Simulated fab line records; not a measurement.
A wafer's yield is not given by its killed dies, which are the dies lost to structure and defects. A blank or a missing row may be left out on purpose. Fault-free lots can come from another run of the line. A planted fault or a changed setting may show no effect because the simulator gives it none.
8D (eight disciplines) problem report, filled in by code / flow gf180mcu / the parts of the form that need people (team, actions taken, sign-off) are left out

== 1. WHAT WENT WRONG ==
CONTACT_W_RS at GF_CONTACT_RS_MEAS_25 reads a mean of 0.526 ohm/sq on 6 wafers of 2 lots; wafers without a fault read 0.381 ohm/sq with a standard deviation of 0.005. Relative to the usual mean, that is a shift of +29 standard deviations.
The step: measures by four-point-probe.
Seen first at day 22 21:15 on film metro-01, wafer L829.3. The record holds 33 wafers of 11 lots with a number at this step. By rule, "out" or "out of limits" means more than 4 standard deviations away from the usual mean. Any other wafer with a number is counted as sound.

== 2. WHAT THIS IS AND IS NOT ==
question=which readings at this step | is=CONTACT_W_RS | is not=-
question=which lots | is=L829, L830 | is not=L813, L815, L816, L817, L819, L823, L825, L831, L834
question=which wafers of those lots | is=all that have a number | is not=-
question=read on which gauges | is=film metro-01 | is not=film metro-02, film metro-04
question=when | is=from day 22 21:15 | is not=up to then (21 sound wafers); but 6 sound wafers of L831, L834 came after

== 3. THE SUSPECTS, EACH WITH WHAT RULES IT OUT ==
Counting: a tool at any process step up to the reading remains a suspect when it ran all the lots that are out and ran no sound lot after the first of those.
- the gauge at GF_CONTACT_RS_MEAS_25 has been ruled out. All the wafers that are out were read on film metro-01, but those of them that GF_CONTACT_CVD_24 has rows for are out there too, on other tools.
- pecvd-02 at GF_CONTACT_CVD_02 (deposits SiO2 from TEOS, target thk 860 nm, time 95.992 s): ruled out as a lasting fault. The sound lots L831 went through it after L829, its earliest lot that is out (day 21 20:45).
- cvd w-01 at GF_CONTACT_CVD_24 (deposits W, target thk 300 nm, time 90.339 s): kept. Every lot that is out went through it, starting with L829 (day 22 21:08), and after that it ran no sound lot; the last sound lot it ran before then is L825 (day 21 08:05). Out on those wafers are its own readings of susceptor temp C.
Remaining after the count: cvd w-01 at GF_CONTACT_CVD_24.

== 4. THE CAUSE (what the simulator had put in) ==
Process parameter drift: cvd w-01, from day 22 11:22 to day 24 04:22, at GF_CONTACT_CVD_24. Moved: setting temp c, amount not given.
Counting left only this tool.

== 5. SEQUENCE OF EFFECTS, ordered by route ==
Rows list readings where the struck wafers' mean (over those with a number) sits beyond 3 standard deviations from the usual. Only readings whose record carries a usual standard deviation are examined. hours: median over the lots of the time between each lot's start at the first step of this table that gives one and its start at this step. sigmas: the change, counted in usual standard deviations.
hours=0; step=GF_CONTACT_CVD_24; reading=susceptor temp C; usual=399.99 C; on struck wafers=383.00; change=-16.99; sigmas=-77
hours=0; step=GF_CONTACT_RS_MEAS_25; reading=CONTACT_W_RS; usual=0.381 ohm/sq; on struck wafers=0.526; change=+0.145; sigmas=+29
hours=6; step=GF_CONTACT_THK_MEAS_26; reading=CONTACT_W_THK; usual=292 nm; on struck wafers=213; change=-79; sigmas=-17
hours=9; step=GF_CONTACT_CMP_27; reading=time to endpoint s; usual=73 s; on struck wafers=54; change=-19; sigmas=-5.9
The process steps in it:
- GF_CONTACT_CVD_24: deposits W, target thk 300 nm, time 90.339 s.
- GF_CONTACT_CMP_27: polishes, stops on SiO2, t overpolish 15 s, target thk 0 nm.

== 6. HOW IT WOULD HAVE BEEN CAUGHT EARLIER ==
In this record the first reading out of limits at a measuring or inspecting step was taken at day 22 21:15, 10 hours after the fault began at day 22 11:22.
Tool's own readings at GF_CONTACT_CVD_24, susceptor temp C: out on all struck wafers the step has rows for; an alarm limit on them would have tripped on the first.
Among the 2 lots that are out, L830 began GF_CONTACT_CVD_24 on cvd w-01 after day 22 21:15. A tool hold placed at that time would have kept it from harm.
